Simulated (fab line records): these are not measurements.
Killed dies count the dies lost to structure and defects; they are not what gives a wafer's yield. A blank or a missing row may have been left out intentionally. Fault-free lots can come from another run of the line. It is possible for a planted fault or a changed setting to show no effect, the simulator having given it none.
One fault seen from 2 desks | flow sky130 | each desk holds nothing but its own numbers, with what lay behind them at the end

== DESK OF THE TOOL OWNER: rie-metal-01 ==
The tool's own readings at SKY_LOCAL_INTERCONNECT_ETCH_13 (etches BARC in N2/H2, stops on SiO2, time 45.9 s, target depth 60 nm): means of the sampled wafers that have a number, for each lot that ran on this tool. Any lot whose mean is over 4 standard deviations away from the usual mean is out of limits and marked OUT; that distance is given in the brackets.
Columns: A = drypump-motor-current-A at SKY_LOCAL_INTERCONNECT_ETCH_13, usual 5.9 A; B = oes-product-au at SKY_LOCAL_INTERCONNECT_ETCH_13, usual 0.855 a.u.; C = throttle-valve-pct at SKY_LOCAL_INTERCONNECT_ETCH_13, usual 13.226 %
lot  | first seen here | A   | B                | C
L656 | day 30 01:59    | 5.7 | 0.853            | 13.228
L676 | day 37 19:24    | 5.6 | 0.835 (-4.3) OUT | 13.230
L675 | day 38 02:31    | 5.6 | 0.827 (-6.0) OUT | 13.224
This desk's finding: out of limits on L675, L676; first on L676, day 37 19:24 (oes-product-au at SKY_LOCAL_INTERCONNECT_ETCH_13). Within limits: L656.

== FROM THE METROLOGY DESK ==
Lot by lot, what the gauges showed, no matter which tool ran the lot: averages of those sampled wafers that carry a number. Any lot whose mean is over 4 standard deviations away from the usual mean is out of limits and marked OUT; that distance is given in the brackets. It has 9 readings; the 7 that lie furthest out on some lot are the ones shown.
Columns: A = LOCAL_INTERCONNECT_TIN_RS at SKY_LOCAL_INTERCONNECT_RS_MEAS_01, usual 14.14 ohm/sq; B = cd-nm at SKY_LOCAL_INTERCONNECT_CD_MEAS_11, usual 170.0 nm; C = LOCAL_INTERCONNECT_OVL at SKY_LOCAL_INTERCONNECT_OVL_MEAS_12, usual 3 nm; D = CONTACT_CVD_00_THK at SKY_CONTACT_THK_MEAS_01, usual 75.1 nm; E = CONTACT_HDPCVD_THK at SKY_CONTACT_THK_MEAS_03, usual 568 nm; F = CONTACT_BOW at SKY_CONTACT_BOW_MEAS_05, usual 81 um; G = cd-nm at SKY_CONTACT_CD_MEAS_14, usual 170.0 nm
lot  | first seen here | A     | B     | C  | D    | E   | F  | G
L656 | day 28 23:05    | 14.08 | 172.5 | -2 | 74.5 | 571 | 84 | 172.3
L659 | day 30 07:01    | 13.96 | 169.1 | 3  | 74.9 | 562 | 78 | 170.3
L668 | day 33 22:22    | 14.12 | 171.0 | 3  | 75.2 | 571 | 87 | 170.0
L676 | day 36 17:38    | 13.88 | 168.8 | 10 | 74.7 | 576 | 90 | 170.0
L675 | day 36 23:54    | 14.32 | 171.8 | 10 | 74.2 | 568 | 90 | 169.3
L678 | day 37 02:50    | 14.11 | 171.3 | 1  | 74.8 | 567 | 76 | 171.8
This desk's finding: nothing out of limits on any of the 6 lots.

== PUT TOGETHER ==
On L675, L676, at day 37 19:24, an alarm was possible from the tool owner's desk.
From the metrology desk's view, nothing was out of limits.
The metrology desk holds a record of L675, L676, inside its limits.
Of the lots named, all ran SKY_LOCAL_INTERCONNECT_ETCH_13 on rie-metal-01.

== WHAT THE SIMULATOR HAD INSERTED ==
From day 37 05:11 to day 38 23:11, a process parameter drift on rie-metal-01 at SKY_LOCAL_INTERCONNECT_ETCH_13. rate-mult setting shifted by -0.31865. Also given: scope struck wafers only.
Shown lots that were struck: L675, L676.
Delay in hours, fault start to first out-of-limits reading, by desk: the tool owner's desk at 14.
